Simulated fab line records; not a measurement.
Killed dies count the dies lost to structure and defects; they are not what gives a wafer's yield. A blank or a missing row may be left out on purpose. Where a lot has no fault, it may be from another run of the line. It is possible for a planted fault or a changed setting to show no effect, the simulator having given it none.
Which tool is to blame?    flow gf180mcu    Sampling: 12 lots, 36 wafers, 5 of 602 route steps

WHAT THE GAUGES READ, wafer by wafer
GF_VT_IMPLANT_OVL_MEAS_40. Usual: VT_IMPLANT_03_OVL -1.0 nm, standard deviation 1.5.
lot   measured      on          VT_IMPLANT_03_OVL (nm)  flag
L188  day 8 13:26   overlay-01  2.2 0.5 -0.2            
L191  day 9 11:42   overlay-02  -3.3 -0.9 -2.2          
L192  day 9 18:22   overlay-02  -0.8 -1.6 -0.1          
L193  day 9 22:57   overlay-01  -0.6 -1.2 -0.8          
L194  day 10 07:20  overlay-02  -1.6 -2.0 0.5           
L196  day 10 22:58  overlay-02  -0.1 -0.8 -1.6          
L197  day 11 06:10  overlay-02  -2.6 -3.3 -2.0          
L201  day 12 07:39  overlay-01  0.2 -0.4 0.5            
L202  day 12 14:19  overlay-02  - - -                   OFF
L205  day 13 08:19  overlay-02  -4.6 -2.5 -2.8          
L206  day 13 16:52  overlay-02  0.5 -1.4 -0.5           
L207  day 14 03:00  overlay-02  -0.9 0.5 -1.4           

GF_VT_IMPLANT_TW_MEAS_43. Usual: VT_IMPLANT_4_TW 691, standard deviation 3.6.
lot   measured      on             VT_IMPLANT_4_TW  flag
L188  day 8 13:44   film-metro-02  698 697 699      
L191  day 9 11:59   film-metro-03  692 689 689      
L192  day 9 18:40   film-metro-02  696 693 694      
L193  day 9 23:14   film-metro-02  692 692 685      
L194  day 10 07:38  film-metro-01  687 692 690      
L196  day 10 23:16  film-metro-01  691 695 691      
L197  day 11 06:28  film-metro-03  690 688 690      
L201  day 12 07:56  film-metro-03  688 686 691      
L202  day 12 14:37  film-metro-03  30 30 30         OFF
L205  day 13 08:37  film-metro-03  693 690 688      
L206  day 13 17:10  film-metro-01  686 689 688      
L207  day 14 03:17  film-metro-02  692 692 694      

GF_V1_BOW_MEAS_05. Usual: V1_BOW 81 um, standard deviation 7.9.
lot   measured      on             V1_BOW (um)  flag
L188  day 18 18:14  film-metro-03  74 86 81     
L191  day 20 01:35  film-metro-04  88 61 84     
L192  day 20 07:18  film-metro-02  75 75 74     
L193  day 20 09:12  film-metro-02  80 84 94     
L194  day 21 02:43  film-metro-03  79 81 74     
L196  day 22 02:01  film-metro-04  79 68 74     
L197  day 22 03:20  film-metro-04  86 76 64     
L201  day 23 06:34  film-metro-04  88 78 86     
L205  day 24 11:14  film-metro-03  87 83 94     
L206  day 25 03:32  film-metro-04  82 89 81     
L207  day 25 07:31  film-metro-02  73 76 74     

TOOL THAT RAN EACH LOT (tool first, then ch and the chambers of the sampled wafers, then the start)
lot   GF_VT_IMPLANT_EXPOSE_37              GF_CONTACT_STRIP_18
L188  iline-stepper-02 ch 0, day 8 05:23   plasma-asher-02 ch 0,1, day 17 16:09
L191  iline-stepper-02 ch 0, day 9 04:02   plasma-asher-02 ch 0, day 18 22:12
L192  iline-stepper-01 ch 0, day 9 09:33   plasma-asher-03 ch 0,1, day 19 04:37
L193  iline-stepper-02 ch 0, day 9 14:33   plasma-asher-03 ch 0,1, day 19 06:15
L194  iline-stepper-02 ch 0, day 9 22:41   plasma-asher-01 ch 0,1, day 20 00:17
L196  iline-stepper-01 ch 0, day 10 13:49  plasma-asher-02 ch 0,1, day 20 23:56
L197  iline-stepper-02 ch 0, day 10 20:55  plasma-asher-01 ch 0,1, day 21 00:52
L201  iline-stepper-01 ch 0, day 11 22:04  plasma-asher-01 ch 0,1, day 22 04:35
L202  iline-stepper-01 ch 0, day 12 05:06  -
L205  iline-stepper-02 ch 0, day 12 22:40  plasma-asher-03 ch 0,1, day 23 10:40
L206  iline-stepper-01 ch 0, day 13 06:31  plasma-asher-03 ch 1, day 24 03:05
L207  iline-stepper-01 ch 0, day 13 17:05  plasma-asher-01 ch 0,1, day 24 07:23
- GF_VT_IMPLANT_EXPOSE_37: exposes mask Nwell HV AREA, target cd 860 nm.
- GF_CONTACT_STRIP_18: strips in O2/N2.

WHAT THE TOOLS THEMSELVES READ (means of the sampled wafers that have a number; where no wafer has one, the mark that the record gives instead)
GF_CONTACT_STRIP_18. Usual: drypump-motor-current-A 5.90 A, standard deviation 0.28; heater-power-w 305 W, standard deviation 23; oes-product-au 0.579 a.u., standard deviation 0.0048.
lot   tool             drypump-motor-current-A (A)  heater-power-w (W)  oes-product-au (a.u.)  flag
L188  plasma-asher-02  5.59                         317                 0.575                  
L191  plasma-asher-02  5.69                         307                 0.584                  
L192  plasma-asher-03  5.88                         303                 0.583                  
L193  plasma-asher-03  6.06                         280                 0.579                  
L194  plasma-asher-01  6.02                         298                 0.585                  
L196  plasma-asher-02  5.59                         315                 0.579                  
L197  plasma-asher-01  6.00                         298                 0.578                  
L201  plasma-asher-01  6.01                         301                 0.586                  
L205  plasma-asher-03  5.92                         296                 0.579                  
L206  plasma-asher-03  5.73                         320                 0.581                  
L207  plasma-asher-01  6.13                         309                 0.578                  

THE ANSWER, worked out from the rows above alone
Rule: take the mean of a lot's wafers that have a number; if it is more than 3 standard deviations from the usual mean, the lot is off. A lot without any number at a reading at which 4 lots or more have one is off too. The other lots that the step has rows for count as sound. First the gauges in route order, then the tools' own readings, where a lot's mean is used as printed above. The first step at which some lot is off is used, and at that step the reading that is off furthest; a lot without a number counts as furthest.
Off: L202, seen at GF_VT_IMPLANT_OVL_MEAS_40 (VT_IMPLANT_03_OVL). Without a number there: L202.
If a tool, at a process step before that reading, ran all the lots that are off and no sound lot after the first of them, it fits. Not tried: the gauges at GF_VT_IMPLANT_OVL_MEAS_40; whatever is off there is also off at GF_VT_IMPLANT_TW_MEAS_43, on other tools, and gauge error can't account for it. Not one of the candidates tried fits.

WHAT WAS PUT IN BY THE SIMULATOR
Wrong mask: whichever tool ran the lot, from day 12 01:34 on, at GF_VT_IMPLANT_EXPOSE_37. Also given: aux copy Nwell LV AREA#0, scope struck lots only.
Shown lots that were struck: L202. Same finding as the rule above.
